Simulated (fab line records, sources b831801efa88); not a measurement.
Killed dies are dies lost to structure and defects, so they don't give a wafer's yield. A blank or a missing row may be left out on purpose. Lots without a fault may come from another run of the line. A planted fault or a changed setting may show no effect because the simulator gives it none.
Which tool did it? | flow sky130 | 11 lots, 33 wafers sampled, at 5 steps of a route of 708

WHAT THE GAUGES READ, wafer by wafer
SKY_METAL4_OVL_MEAS_14.
lot  | measured     | on         | METAL4_OVL (nm)
L638 | day 41 14:15 | overlay-02 | 8 3 7
L640 | day 42 06:12 | overlay-01 | 2 9 9
L641 | day 42 15:11 | overlay-02 | 2 -2 2
L642 | day 42 16:27 | overlay-01 | 3 -1 9
L643 | day 43 04:33 | overlay-02 | 14 8 15
L644 | day 43 14:36 | overlay-01 | 11 7 9
L649 | day 44 16:35 | overlay-01 | 1 2 4
L653 | day 46 02:55 | overlay-01 | 5 10 5
L655 | day 46 22:06 | overlay-01 | 5 8 5
L657 | day 47 04:00 | overlay-01 | 15 17 13
L658 | day 47 04:50 | overlay-01 | -1 -6 3

SKY_VIA4_THK_MEAS_01.
lot  | measured     | on            | VIA4_HDPCVD_THK (nm)
L638 | day 41 15:23 | film_metro-01 | 1770 1775 1767
L640 | day 42 07:20 | film_metro-01 | 1759 1755 1728
L641 | day 42 16:23 | film_metro-01 | 1727 1767 1724
L642 | day 42 17:37 | film_metro-03 | 1777 1778 1761
L643 | day 43 05:41 | film_metro-01 | 1748 1727 1755
L644 | day 43 15:44 | film_metro-04 | 1766 1785 1774
L649 | day 44 17:43 | film_metro-03 | 1765 1738 1746
L653 | day 46 04:07 | film_metro-04 | 1812 1768 1781
L655 | day 46 23:43 | film_metro-04 | 1763 1742 1794
L657 | day 47 05:08 | film_metro-04 | 1729 1731 1764
L658 | day 47 06:03 | film_metro-04 | 1759 1763 1747

SKY_VIA4_RS_MEAS_19: measures by four-point-probe.
lot  | measured     | on            | VIA4_W_RS (ohm/sq)
L638 | day 42 15:37 | film_metro-03 | 0.2256 0.2250 0.2222
L640 | day 43 07:50 | film_metro-03 | 0.2282 0.2281 0.2229
L641 | day 43 16:01 | film_metro-03 | 0.2242 0.2236 0.2261
L642 | day 43 17:40 | film_metro-03 | 0.2253 0.2228 0.2234
L643 | day 44 05:47 | film_metro-04 | 0.2265 0.2266 0.2250
L644 | day 44 15:58 | film_metro-04 | 0.2195 0.2237 0.2253
L649 | day 45 16:34 | film_metro-01 | 0.2191 0.2199 0.2235 0.2193 0.2203 0.2233
L653 | day 47 01:01 | film_metro-04 | 0.2319 0.2249 0.2284
L655 | day 47 20:23 | film_metro-04 | 0.2228 0.2231 0.2230
L657 | day 48 01:11 | film_metro-01 | 0.2203 0.2228 0.2254
L658 | day 48 02:18 | film_metro-03 | 0.2203 0.2203 0.2227

WHICH TOOL RAN EACH LOT (tool, then ch and the chambers of the sampled wafers, then the start)
lot  | SKY_METAL4_ETCH_16                | SKY_VIA4_SPUTTER_17
L638 | rie_metal-01 ch 0, day 41 14:19   | pvd_sputter-01, day 42 15:25
L640 | rie_metal-01 ch 0,1, day 42 06:16 | pvd_sputter-03, day 43 07:36
L641 | rie_metal-04 ch 1, day 42 15:14   | pvd_sputter-04, day 43 15:46
L642 | rie_metal-01 ch 0,1, day 42 16:31 | pvd_sputter-04, day 43 17:26
L643 | rie_metal-04 ch 0,1, day 43 04:37 | pvd_sputter-01, day 44 05:33
L644 | rie_metal-01 ch 0,1, day 43 14:40 | pvd_sputter-01, day 44 15:43
L649 | rie_metal-02 ch 0,1, day 44 16:38 | pvd_sputter-01, day 45 16:20
L653 | rie_metal-02 ch 0,1, day 46 02:59 | pvd_sputter-03, day 47 00:47
L655 | rie_metal-02 ch 0,1, day 46 22:10 | pvd_sputter-04, day 47 20:09
L657 | rie_metal-02 ch 0,1, day 47 04:04 | pvd_sputter-04, day 48 00:56
L658 | rie_metal-01 ch 0,1, day 47 04:55 | pvd_sputter-03, day 48 02:05
- SKY_METAL4_ETCH_16: etches BARC in N2/H2, stops on SiO2, time 88.2 s, target depth 60 nm.
- SKY_VIA4_SPUTTER_17: material TiN, target thk 20 nm, time 80 s.

WHAT THE TOOLS THEMSELVES READ (means of the sampled wafers that have a number; where no wafer has one, the mark that the record gives instead)
SKY_METAL4_ETCH_16.
lot  | tool         | drypump_motor_current_A (A) | oes_product_au (a.u.) | rf_fwd_power_W (W) | throttle_valve_pct (%)
L638 | rie_metal-01 | 6.4                         | 0.626                 | 497.6              | 13.208
L640 | rie_metal-01 | 5.7                         | 0.624                 | 496.0              | 13.197
L641 | rie_metal-04 | 4.9                         | 0.626                 | 498.5              | 13.201
L642 | rie_metal-01 | 5.6                         | 0.627                 | 493.5              | 13.203
L643 | rie_metal-04 | 5.1                         | 0.622                 | 497.6              | 13.200
L644 | rie_metal-01 | 6.0                         | 0.627                 | 496.4              | 13.211
L649 | rie_metal-02 | 5.6                         | 0.622                 | 495.1              | 13.207
L653 | rie_metal-02 | 5.5                         | 0.623                 | 495.2              | 13.198
L655 | rie_metal-02 | 5.5                         | 0.626                 | 496.4              | 13.206
L657 | rie_metal-02 | 5.5                         | 0.627                 | 494.8              | 13.212
L658 | rie_metal-01 | 5.7                         | 0.630                 | 497.5              | 13.207

SKY_VIA4_SPUTTER_17.
lot  | tool           | throttle_valve_pct (%)
L638 | pvd_sputter-01 | 30.3
L640 | pvd_sputter-03 | 30.4
L641 | pvd_sputter-04 | 29.9
L642 | pvd_sputter-04 | 29.8
L643 | pvd_sputter-01 | 30.1
L644 | pvd_sputter-01 | 30.3
L649 | pvd_sputter-01 | 30.6
L653 | pvd_sputter-03 | 31.4
L655 | pvd_sputter-04 | 29.9
L657 | pvd_sputter-04 | 28.9
L658 | pvd_sputter-03 | 28.8

THE ANSWER, worked out from the rows above alone
Rule: what is usual is taken from the lots themselves. Put in order of their means at a reading, lots are off if they are a third of the lots or fewer, leave a main group of 4 or more, and stand apart from it by a gap of 3 or more times the standard deviation of the main group's means; of several such gaps the widest counts. A main group whose means are all the same, to the digits that the tables above print for the reading, isn't used. A lot without any number at a reading at which 4 lots or more have one is off too. The other lots that the step has rows for count as sound. The gauges are gone through in route order, then the tools' own readings, and for those a lot's mean is taken as printed above. The first step at which some lot is off is used, and at that step the reading that is off furthest; a lot without a number counts as furthest.
No lot is off at any reading shown: from this, nothing can be told.

WHAT THE SIMULATOR HAD PUT IN
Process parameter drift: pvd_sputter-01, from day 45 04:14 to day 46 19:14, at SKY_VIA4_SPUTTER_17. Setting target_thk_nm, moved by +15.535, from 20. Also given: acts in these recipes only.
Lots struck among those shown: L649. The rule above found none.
